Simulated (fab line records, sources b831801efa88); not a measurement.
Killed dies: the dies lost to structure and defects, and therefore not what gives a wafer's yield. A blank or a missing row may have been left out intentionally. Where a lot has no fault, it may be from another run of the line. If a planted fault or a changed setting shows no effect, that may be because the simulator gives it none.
Split-lot study | flow sky130 | 5 lots, 23 wafers read, on a route of 708 steps

== THE SPLIT ==
At SKY_LDD_HVP_COAT_02 (resist thk 300 nm), the setting spinRpm was moved away from the recipe's 3000 rpm on 11 of the 23 wafers read, by -3.5% to +6.3%. The other wafers ran this setting at the recipe's value.

The split's own step is where the reading is taken.

== THE READING ==
NOVOLAK_of_LDD_HVP_COAT_02.thkNm (the simulator's own value, which no gauge read), in nm, at SKY_LDD_HVP_COAT_02 (resist thk 300 nm). There is no usual value for it anywhere in the file. The 12 wafers here that ran the recipe average 301.0 nm, standard deviation 0.75 nm.

wafer  | tool, chamber at the split | spinRpm as run, rpm | against the recipe | NOVOLAK_of_LDD_HVP_COAT_02.thkNm, nm | against lot-mates on the recipe
L077.2 | lithoTrack-02, 0           | 2896                | -3.5%              | 306.7                                | +5.8
L077.3 | lithoTrack-02, 0           | 2896                | -3.5%              | 306.3                                | +5.4
L077.4 | lithoTrack-02, 0           | 3000                | recipe             | 301                                  | -
L077.5 | lithoTrack-02, 0           | 3000                | recipe             | 300.8                                | -
L077.6 | lithoTrack-02, 0           | 2896                | -3.5%              | 305.4                                | +4.5
L078.1 | lithoTrack-01, 0           | 2925                | -2.5%              | 303.8                                | +3.9
L078.2 | lithoTrack-01, 0           | 2925                | -2.5%              | 303.2                                | +3.3
L078.3 | lithoTrack-01, 0           | 2925                | -2.5%              | 303.6                                | +3.7
L078.4 | lithoTrack-01, 0           | 3000                | recipe             | 299.6                                | -
L078.5 | lithoTrack-01, 0           | 3000                | recipe             | 300.2                                | -
L080.1 | lithoTrack-01, 0           | 2925                | -2.5%              | 304.5                                | +3.6
L080.4 | lithoTrack-01, 0           | 2925                | -2.5%              | 304.5                                | +3.6
L080.2 | lithoTrack-01, 0           | 3000                | recipe             | 300.9                                | -
L080.5 | lithoTrack-01, 0           | 3000                | recipe             | 301.4                                | -
L080.6 | lithoTrack-01, 0           | 3000                | recipe             | 300.3                                | -
L081.1 | lithoTrack-02, 0           | 3000                | recipe             | 301.8                                | -
L081.2 | lithoTrack-02, 0           | 3190                | +6.3%              | 290.7                                | -10.6
L081.3 | lithoTrack-02, 0           | 3190                | +6.3%              | 291.7                                | -9.6
L081.5 | lithoTrack-02, 0           | 3000                | recipe             | 300.7                                | -
L081.6 | lithoTrack-02, 0           | 3190                | +6.3%              | 291.1                                | -10.1
L082.1 | lithoTrack-04, 0           | 3000                | recipe             | 301.7                                | -
L082.4 | lithoTrack-04, 0           | 3000                | recipe             | 302.3                                | -
L082.5 | lithoTrack-04, 0           | 3000                | recipe             | 301.8                                | -

FIT RESULTS
A straight line over all 23 wafers: NOVOLAK_of_LDD_HVP_COAT_02.thkNm changes by -1.48 nm for each +1% of spinRpm; r = -0.99; the points scatter about the line by 0.76 nm.
The same after taking each lot's own level away (the mean of its wafers on the recipe; 23 wafers): -1.56 nm for each +1%; r = -1.00; scatter 0.41 nm.
Per that fit: largest spinRpm move, reading shift of 9.9 nm.
The lots' own levels span 299.90 to 301.93 nm, that is 2.7 times the standard deviation above.
Consequently the slope shifts little with the lot-to-lot level, the two slopes agreeing.
Check: -9.74 nm against its lot-mates is what the line predicts for one of the wafers moved furthest among these (+6.3%) when that wafer is left out of the fit. It came out at -10.6 nm against them.

== THESE WAFERS: OTHER SPLITS ==
Other splits were also applied to these wafers ahead of the reading. Each is held against what the fit with the lots' levels taken away leaves over:
other split on the same wafers      | wafers away from the commonest value | r with NOVOLAK_of_LDD_HVP_COAT_02.thkNm (lot level and that fit taken away)
SKY_GATE_OXIDE_OXIDATION_01 oxTimeS | 18                                   | -0.06
SKY_GATE_OXIDE_IMPLANT_11 doseCm2   | 8                                    | -0.01
SKY_POLY_GATE_EXPOSE_10 doseMj      | 8                                    | -0.03
SKY_POLY_GATE_ETCH_15 ionEnergyEv   | 7                                    | -0.01
SKY_LDD_N_IMPLANT_10 energyKev      | 10                                   | +0.09
SKY_LDD_P_COAT_02 spinRpm           | 7                                    | -0.35
SKY_LDD_P_DEVELOP_06 developTimeS   | 4                                    | -0.04
SKY_LDD_HVN_COAT_02 resistThkNm     | 8                                    | +0.07

== FILE'S OWN FIT ==
NOVOLAK_of_LDD_HVP_COAT_02.thkNm changes by -1.55 nm for each +1% of spinRpm, r = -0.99.
